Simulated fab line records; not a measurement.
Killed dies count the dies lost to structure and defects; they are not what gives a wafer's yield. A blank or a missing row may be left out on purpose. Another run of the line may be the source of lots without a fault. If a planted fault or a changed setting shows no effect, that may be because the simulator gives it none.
A struck lot beside a sound one | flow sky130 | 21 out of 708 route steps
Sound: the wafers L610.2, L610.3, L610.6. The struck wafers were L623.2, L623.3, L623.5. Last of all comes the cause.
Per side, at each step with rows, come the tool, then ch with its chambers, and then its first start. Under that, the readings that differ: sound wafers | struck wafers | difference of the means | sigmas: that difference in standard deviations of wafers without a fault.
alike: a reading whose means differ by less than 2 such deviations, as well as words and numbers matching on both sides. not compared: withheld readings; readings where some wafer has no value; bounds like >300 that might hide an equal value; numbers whose values overlap and for which the record gives no deviation.
The two part at a step that has a row with sigmas, a row that says differs or no value, or rows on one side only. Numbers that don't overlap but have no deviation are shown without sigmas and don't part them. Lack of a reading on every wafer of one side parts them only where that side has two or more wafers.

first, 1 step without rows for these wafers: SKY_LDD_LDN_IMPLANT_11.
SKY_LDD_LDN_STRIP_12: strips in O2/N2.
  sound on plasmaAsher-04 ch 0, day 22 06:27; struck on plasmaAsher-04 ch 1, day 27 06:51
  alike: drypumpMotorCurrentA, oesProductAu, stripTimeToEndpointS
  not compared: rfHoursCounterH
SKY_LDD_LDN_TW_MEAS_13:
  sound on filmMetro-03, day 22 06:34; struck on filmMetro-03, day 27 06:58
  alike: LDD_LDN_TW
then, 2 steps without rows for these wafers: SKY_LDD_LDN_CLEAN_14 (cleans in SC1/SC2, time 150 s); SKY_SPACER_CVD_00 (deposits Si3N4 from DCS/NH3, target thk 43.1 nm, time 740 s).
SKY_SPACER_THK_MEAS_01:
  sound on filmMetro-01, day 22 10:10; struck on filmMetro-03, day 27 08:53
  alike: SPACER_CVD_00_THK
SKY_SPACER_ETCHBACK_02: etches Si3N4 in CH3F/O2, stops on SiO2, time 46.7 s, target depth 45 nm.
  sound on rieDiel-01 ch 2,3, day 22 10:13; struck on rieDiel-02 ch 1,2,3, day 27 08:56
  alike: O2_flow_sccm, drypumpMotorCurrentA, oesProductAu, rfFwdPowerW, throttleValvePct
  not compared: rfHoursCounterH
then, 5 steps without rows for these wafers: SKY_POLY_CUT_DEHYDRATE_00 (time 60 s); SKY_POLY_CUT_HMDS_01 (prime time 60 s); SKY_POLY_CUT_COAT_02 (resist thk 60 nm); SKY_POLY_CUT_COAT_03 (resist thk 450 nm); SKY_POLY_CUT_SOFTBAKE_04 (time 90 s).
SKY_POLY_CUT_EXPOSE_05: exposes mask NPCM, target cd 270 nm.
  sound on krfScanner-01 ch 0, day 23 01:54; struck on krfScanner-02 ch 0, day 27 23:21
  alike: mask
then, 2 steps without rows for these wafers: SKY_POLY_CUT_PEB_06; SKY_POLY_CUT_DEVELOP_07 (develop time 60 s).
SKY_POLY_CUT_CD_MEAS_08 targets a cd of 270 nm.
  sound on cdSem-01, day 23 16:10; struck on cdSem-01, day 28 13:35
reading   | sound             | struck | difference                    | sigmas
cdNm (nm) | 268.9 268.2 267.0 | - - -  | no value on the struck wafers | 
SKY_POLY_CUT_OVL_MEAS_09:
  sound on overlay-02, day 23 16:16; struck on overlay-02, day 28 13:41
  alike: POLY_CUT_OVL
SKY_POLY_CUT_ETCH_10: etches BARC in N2/H2, stops on SiO2, time 45.9 s, target depth 60 nm.
  sound on rieDiel-04 ch 1,2,3, day 23 16:17; struck on rieDiel-01 ch 0,2, day 28 13:43
  alike: drypumpMotorCurrentA, oesProductAu, rfFwdPowerW, throttleValvePct
  not compared: rfHoursCounterH, model.POLY_CUT.cdNm
SKY_POLY_CUT_ETCH_11: etches Si3N4 in CF4/CH2F2/Ar, stops on poly-Si, time 42.5 s, target depth 60 nm.
  sound on rieDiel-04 ch 1,2,3, day 23 16:20; struck on rieDiel-01 ch 0,2, day 28 13:46
  alike: cf4FlowSccm, drypumpMotorCurrentA, oesProductAu, rfFwdPowerW, throttleValvePct
  not compared: rfHoursCounterH, model.POLY_CUT.cdNm
SKY_POLY_CUT_STRIP_12: strips in O2/N2.
  sound on plasmaAsher-02 ch 0,1, day 23 16:23; struck on plasmaAsher-04 ch 1, day 28 13:48
  alike: drypumpMotorCurrentA, oesProductAu, stripTimeToEndpointS
  not compared: rfHoursCounterH
SKY_PAD_OPEN_PROBE_99:
  the record holds rows for the sound wafers here (prober-02, day 45 10:10) but none for the struck ones

== WHERE THEY PART ==
First at SKY_POLY_CUT_CD_MEAS_08; last, within this record, at SKY_PAD_OPEN_PROBE_99.

WHY: what the simulator had put in
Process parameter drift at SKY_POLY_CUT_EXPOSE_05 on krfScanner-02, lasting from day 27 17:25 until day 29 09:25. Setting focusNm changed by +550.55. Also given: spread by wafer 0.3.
